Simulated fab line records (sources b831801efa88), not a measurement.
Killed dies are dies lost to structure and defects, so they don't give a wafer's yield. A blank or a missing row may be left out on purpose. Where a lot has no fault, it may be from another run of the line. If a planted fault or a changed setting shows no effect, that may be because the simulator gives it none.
Which tool is to blame? || flow gf180mcu || 6 lots, 18 wafers sampled, at 3 steps of a route of 602

## WHAT EACH GAUGE READ, for each wafer
GF_HV_LDD_RS_MEAS_53: a four-point-probe measurement.
{"lot": "L994", "measured": "day 12 22:49", "on": "film-metro-01", "HV_LDD_RS (ohm/sq)": "412.2 413.3 413.4 413.3 413.1 414.0"}
{"lot": "L996", "measured": "day 13 20:36", "on": "film-metro-01", "HV_LDD_RS (ohm/sq)": "412.2 412.7 412.8 412.5 411.8 412.8"}
{"lot": "L104", "measured": "day 16 09:57", "on": "film-metro-01", "HV_LDD_RS (ohm/sq)": "419.6 419.2 418.1"}
{"lot": "L107", "measured": "day 17 11:58", "on": "film-metro-03", "HV_LDD_RS (ohm/sq)": "417.9 418.2 416.5"}
{"lot": "L110", "measured": "day 18 07:34", "on": "film-metro-04", "HV_LDD_RS (ohm/sq)": "419.1 418.7 419.0"}
{"lot": "L114", "measured": "day 19 16:01", "on": "film-metro-03", "HV_LDD_RS (ohm/sq)": "417.5 418.7 418.9"}

## EACH LOT AND THE TOOL THAT RAN IT (in order: tool; ch and the chambers of the sampled wafers; start)
{"lot": "L994", "GF_STI_ETCH_14": "rie-si-02 ch 0,1, day 2 12:19", "GF_HV_LDD_IMPLANT_36": "implanter-03 ch 0, day 12 03:19"}
{"lot": "L996", "GF_STI_ETCH_14": "rie-si-02 ch 1,2,3, day 2 22:27", "GF_HV_LDD_IMPLANT_36": "implanter-03 ch 0, day 12 23:44"}
{"lot": "L104", "GF_STI_ETCH_14": "rie-si-02 ch 0,1, day 4 15:04", "GF_HV_LDD_IMPLANT_36": "implanter-02 ch 0, day 15 11:20"}
{"lot": "L107", "GF_STI_ETCH_14": "rie-si-02 ch 1,3, day 5 06:54", "GF_HV_LDD_IMPLANT_36": "implanter-03 ch 0, day 16 13:17"}
{"lot": "L110", "GF_STI_ETCH_14": "rie-si-02 ch 1,2,3, day 5 21:45", "GF_HV_LDD_IMPLANT_36": "implanter-03 ch 0, day 17 07:17"}
{"lot": "L114", "GF_STI_ETCH_14": "rie-si-01 ch 1,2,3, day 6 18:38", "GF_HV_LDD_IMPLANT_36": "implanter-03 ch 0, day 18 14:49"}
- GF_STI_ETCH_14: etches Si in HBr/Cl2/O2, target depth 360 nm, time 102.9 s.
- GF_HV_LDD_IMPLANT_36

## THE ANSWER, worked out from the rows above alone
Rule: the usual values come from the lots themselves. The widest of any qualifying gaps counts: lots, ordered by their means at a reading, are off when they make up no more than a third of the lots, leave a main group of 4 or more, and stand apart from it by 3 or more times the standard deviation of that group's means. The tables above print the reading to a certain number of digits; a main group whose means all agree to those digits is not used. Also off: a lot with no number at a reading for which 4 or more lots have one. Where the step has rows for the other lots, those lots are counted as sound.
Off: at GF_HV_LDD_RS_MEAS_53 (HV_LDD_RS), L994, L996. The main group has a mean of 418.4 ohm/sq with a standard deviation of 0.58.
If a tool, at a process step before that reading, ran all the lots that are off and no sound lot after the first of them, it fits. Gauges at GF_HV_LDD_RS_MEAS_53: tried the same way as those tools. Not one of the candidates tried fits.

## WHAT THE SIMULATOR PUT IN
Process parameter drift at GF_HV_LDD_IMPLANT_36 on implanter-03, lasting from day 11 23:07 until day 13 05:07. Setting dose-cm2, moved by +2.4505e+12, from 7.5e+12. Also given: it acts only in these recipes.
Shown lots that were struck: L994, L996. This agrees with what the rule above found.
